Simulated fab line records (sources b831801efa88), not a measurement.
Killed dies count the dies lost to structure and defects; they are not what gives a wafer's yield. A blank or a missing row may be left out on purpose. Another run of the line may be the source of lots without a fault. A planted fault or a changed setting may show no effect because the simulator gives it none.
Which tool did it? ; flow sky130 ; Sampling: 24 lots, 72 wafers, 5 of 708 route steps

## WHAT THE GAUGES READ, wafer by wafer
SKY_SPACER_THK_MEAS_01.
lot;measured;on;SPACER_CVD_00_THK (nm)
L074;day 23 03:11;film-metro-02;43.8 43.5 43.7
L075;day 23 15:43;film-metro-04;43.4 43.3 43.4
L076;day 23 18:08;film-metro-04;42.8 42.9 43.1
L077;day 24 08:11;film-metro-04;42.7 42.6 42.5
L078;day 24 09:24;film-metro-04;43.0 42.6 42.8
L079;day 24 17:53;film-metro-02;42.4 42.7 42.4
L080;day 25 04:34;film-metro-04;42.5 42.1 42.3
L081;day 25 11:16;film-metro-02;42.7 42.9 42.9
L082;day 25 16:56;film-metro-02;42.8 42.9 42.9
L083;day 26 06:53;film-metro-04;42.8 43.0 43.2
L084;day 26 19:02;film-metro-04;43.6 43.5 43.6
L085;day 26 22:57;film-metro-04;42.9 42.9 42.9
L086;day 27 13:25;film-metro-02;42.2 42.3 42.1
L087;day 27 22:18;film-metro-03;42.9 42.4 42.4
L088;day 28 01:41;film-metro-03;42.4 42.3 42.4
L091;day 28 17:18;film-metro-03;42.4 42.3 42.7
L090;day 28 18:31;film-metro-03;42.9 43.3 43.3
L089;day 28 18:31;film-metro-04;42.2 42.5 42.2
L092;day 30 00:23;film-metro-03;43.0 42.7 43.4
L093;day 30 02:32;film-metro-02;43.0 42.9 42.9
L094;day 30 03:46;film-metro-02;42.5 42.5 42.4
L095;day 30 04:58;film-metro-03;43.5 42.6 43.2
L096;day 30 08:02;film-metro-03;42.9 42.8 42.8
L097;day 30 13:43;film-metro-03;42.2 42.5 42.5

SKY_CONTACT_THK_MEAS_03.
lot;measured;on;CONTACT_HDPCVD_THK (nm)
L074;day 30 12:19;film-metro-01;588 587 586
L075;day 30 22:10;film-metro-04;592 589 587
L076;day 31 02:42;film-metro-02;584 580 586
L077;day 31 12:40;film-metro-04;580 592 585
L078;day 31 14:59;film-metro-01;585 580 581
L079;day 31 22:22;film-metro-04;590 581 585
L080;day 32 07:28;film-metro-02;585 588 589
L081;day 32 14:22;film-metro-02;586 593 593
L082;day 32 19:41;film-metro-02;579 579 583
L083;day 33 07:01;film-metro-02;590 595 592
L084;day 33 17:12;film-metro-04;593 599 582
L085;day 33 23:13;film-metro-02;575 585 579
L086;day 34 12:45;film-metro-02;581 583 581
L087;day 34 18:47;film-metro-02;579 588 582
L088;day 35 00:12;film-metro-02;589 584 588
L091;day 35 17:26;film-metro-02;572 577 579
L090;day 35 17:31;film-metro-02;590 594 596
L089;day 35 19:14;film-metro-04;581 582 585
L092;day 37 00:40;film-metro-04;586 582 586
L093;day 37 01:02;film-metro-01;591 588 589
L094;day 37 01:50;film-metro-01;580 582 579
L095;day 37 02:13;film-metro-02;579 570 577
L096;day 37 03:05;film-metro-02;590 590 586
L097;day 37 11:38;film-metro-01;579 573 583

SKY_CONTACT_BOW_MEAS_05.
lot;measured;on;CONTACT_BOW (um)
L074;day 30 12:41;film-metro-04;82 94 87
L075;day 30 22:41;film-metro-01;81 88 84
L076;day 31 03:05;film-metro-02;84 91 84
L077;day 31 13:01;film-metro-04;87 82 74
L078;day 31 15:21;film-metro-04;78 81 83
L079;day 31 22:44;film-metro-04;91 82 84
L080;day 32 07:51;film-metro-04;88 84 77
L081;day 32 14:47;film-metro-01;83 77 79
L082;day 32 20:02;film-metro-01;86 85 78
L083;day 33 07:23;film-metro-04;87 88 77
L084;day 33 17:34;film-metro-04;71 80 79
L085;day 33 23:34;film-metro-04;88 67 73
L086;day 34 13:07;film-metro-02;72 78 73
L087;day 34 19:09;film-metro-04;66 85 93
L088;day 35 00:36;film-metro-02;84 71 87
L091;day 35 17:48;film-metro-01;89 75 72
L090;day 35 18:04;film-metro-04;76 79 87
L089;day 35 19:37;film-metro-04;75 80 72
L092;day 37 01:03;film-metro-02;79 90 87
L093;day 37 01:25;film-metro-02;84 70 82
L094;day 37 02:14;film-metro-04;76 73 76
L095;day 37 02:37;film-metro-01;86 85 90
L096;day 37 03:26;film-metro-04;91 72 86
L097;day 37 12:01;film-metro-04;79 73 84

## WHAT TOOL EACH LOT RAN ON (gives the tool, then ch and the chambers of the sampled wafers, and finally the start)
lot;SKY_RES_XHIGH_STRIP_08;SKY_SD_N_STRIP_11
L074;plasma-asher-02 ch 0,1, day 26 21:34;plasma-asher-04 ch 0,1, day 28 00:31
L075;plasma-asher-02 ch 0,1, day 27 07:26;plasma-asher-02 ch 0,1, day 28 10:55
L076;plasma-asher-01 ch 0,1, day 27 10:50;plasma-asher-02 ch 0,1, day 28 14:55
L077;plasma-asher-01 ch 0,1, day 27 21:55;plasma-asher-01 ch 0, day 29 01:50
L078;plasma-asher-02 ch 0,1, day 27 22:49;plasma-asher-04 ch 0,1, day 29 03:35
L079;plasma-asher-01 ch 0,1, day 28 08:29;plasma-asher-04 ch 1, day 29 12:32
L080;plasma-asher-01 ch 0,1, day 28 16:49;plasma-asher-04 ch 0,1, day 29 21:13
L081;plasma-asher-01 ch 0,1, day 28 23:34;plasma-asher-01 ch 0, day 30 03:32
L082;plasma-asher-01 ch 0,1, day 29 04:07;plasma-asher-01 ch 0,1, day 30 08:23
L083;plasma-asher-02 ch 0,1, day 29 17:40;plasma-asher-01 ch 0,1, day 30 21:43
L084;plasma-asher-03 ch 0,1, day 30 04:47;plasma-asher-01 ch 1, day 31 07:58
L085;plasma-asher-03 ch 1, day 30 09:52;plasma-asher-02 ch 0,1, day 31 13:58
L086;plasma-asher-02 ch 0, day 31 02:05;plasma-asher-04 ch 0,1, day 32 04:46
L087;plasma-asher-02 ch 0,1, day 31 08:34;plasma-asher-01 ch 0,1, day 32 12:44
L088;plasma-asher-03 ch 0,1, day 31 13:26;plasma-asher-04 ch 0,1, day 32 16:47
L091;plasma-asher-02 ch 0,1, day 32 05:08;plasma-asher-04 ch 0,1, day 33 07:56
L090;plasma-asher-01 ch 0,1, day 32 06:35;plasma-asher-02 ch 0,1, day 33 09:05
L089;plasma-asher-01 ch 0,1, day 32 07:14;plasma-asher-01 ch 0,1, day 33 10:08
L092;plasma-asher-01 ch 0,1, day 33 12:49;plasma-asher-02 ch 1, day 34 15:23
L093;plasma-asher-03 ch 0,1, day 33 13:07;plasma-asher-02 ch 0,1, day 34 15:59
L094;plasma-asher-01 ch 0,1, day 33 13:27;plasma-asher-01 ch 0,1, day 34 16:07
L095;plasma-asher-02 ch 0,1, day 33 13:46;plasma-asher-01 ch 0,1, day 34 17:10
L096;plasma-asher-02 ch 0,1, day 33 16:28;plasma-asher-02 ch 0,1, day 34 18:02
L097;plasma-asher-02 ch 0,1, day 34 00:21;plasma-asher-04 ch 0,1, day 35 02:43
- SKY_RES_XHIGH_STRIP_08: strips in O2/N2.
- SKY_SD_N_STRIP_11: strips in O2/N2.

## AS READ BY THE TOOLS THEMSELVES (means over the sampled wafers that have a number; for cases with no such wafer, the mark the record gives instead)
SKY_RES_XHIGH_STRIP_08.
lot;tool;drypump-motor-current-A (A);oes-product-au (a.u.);strip-time-to-endpoint-s (s)
L074;plasma-asher-02;5.9;0.713;14.25
L075;plasma-asher-02;6.3;0.713;14.29
L076;plasma-asher-01;5.7;0.703;14.35
L077;plasma-asher-01;6.1;0.711;14.35
L078;plasma-asher-02;6.4;0.713;14.36
L079;plasma-asher-01;6.1;0.712;14.29
L080;plasma-asher-01;5.7;0.714;14.28
L081;plasma-asher-01;6.1;0.719;14.28
L082;plasma-asher-01;5.7;0.714;14.33
L083;plasma-asher-02;6.4;0.709;14.29
L084;plasma-asher-03;5.7;0.716;14.33
L085;plasma-asher-03;5.5;0.715;14.35
L086;plasma-asher-02;6.8;0.712;14.29
L087;plasma-asher-02;6.4;0.711;14.29
L088;plasma-asher-03;5.6;0.717;14.29
L091;plasma-asher-02;5.9;0.711;14.33
L090;plasma-asher-01;6.1;0.711;14.26
L089;plasma-asher-01;5.7;0.710;14.29
L092;plasma-asher-01;6.1;0.709;14.32
L093;plasma-asher-03;5.7;0.709;14.29
L094;plasma-asher-01;5.7;0.710;14.29
L095;plasma-asher-02;6.4;0.709;14.22
L096;plasma-asher-02;6.3;0.713;14.23
L097;plasma-asher-02;5.9;0.712;14.25

SKY_SD_N_STRIP_11.
lot;tool;drypump-motor-current-A (A);oes-product-au (a.u.);strip-time-to-endpoint-s (s)
L074;plasma-asher-04;6.0;0.530;22.57
L075;plasma-asher-02;5.9;0.528;22.57
L076;plasma-asher-02;6.3;0.527;22.60
L077;plasma-asher-01;5.4;0.527;22.53
L078;plasma-asher-04;6.3;0.525;22.54
L079;plasma-asher-04;5.8;0.529;22.54
L080;plasma-asher-04;6.3;0.529;22.58
L081;plasma-asher-01;5.4;0.523;22.56
L082;plasma-asher-01;5.7;0.527;22.58
L083;plasma-asher-01;5.7;0.526;22.53
L084;plasma-asher-01;6.4;0.526;22.59
L085;plasma-asher-02;5.9;0.523;22.57
L086;plasma-asher-04;6.0;0.525;22.51
L087;plasma-asher-01;5.7;0.529;22.51
L088;plasma-asher-04;6.3;0.526;22.56
L091;plasma-asher-04;6.3;0.530;22.55
L090;plasma-asher-02;5.9;0.529;22.60
L089;plasma-asher-01;5.7;0.531;22.49
L092;plasma-asher-02;5.5;0.527;22.57
L093;plasma-asher-02;6.4;0.526;22.52
L094;plasma-asher-01;6.1;0.532;22.56
L095;plasma-asher-01;6.1;0.527;22.55
L096;plasma-asher-02;5.9;0.524;22.55
L097;plasma-asher-04;6.0;0.528;22.54

## THE ANSWER, worked out from the rows above alone
Rule: usual is defined by the lots themselves. Put in order of their means at a reading, lots are off if they are a third of the lots or fewer, leave a main group of 4 or more, and stand apart from it by a gap of 3 or more times the standard deviation of the main group's means; of several such gaps the widest counts. Not used: any main group whose means are identical at the precision the tables above print for the reading. A lot without any number at a reading at which 4 lots or more have one is off too. Where the step has rows for the other lots, those lots are counted as sound. After the gauges, taken in route order, come the tools' own readings; for these a lot's mean is taken, as printed above. The first step at which some lot is off is used, and at that step the reading that is off furthest; a lot without a number counts as furthest.
Across all readings shown, no lot is off: no conclusion can be drawn from this.

## WHAT THE SIMULATOR PUT IN
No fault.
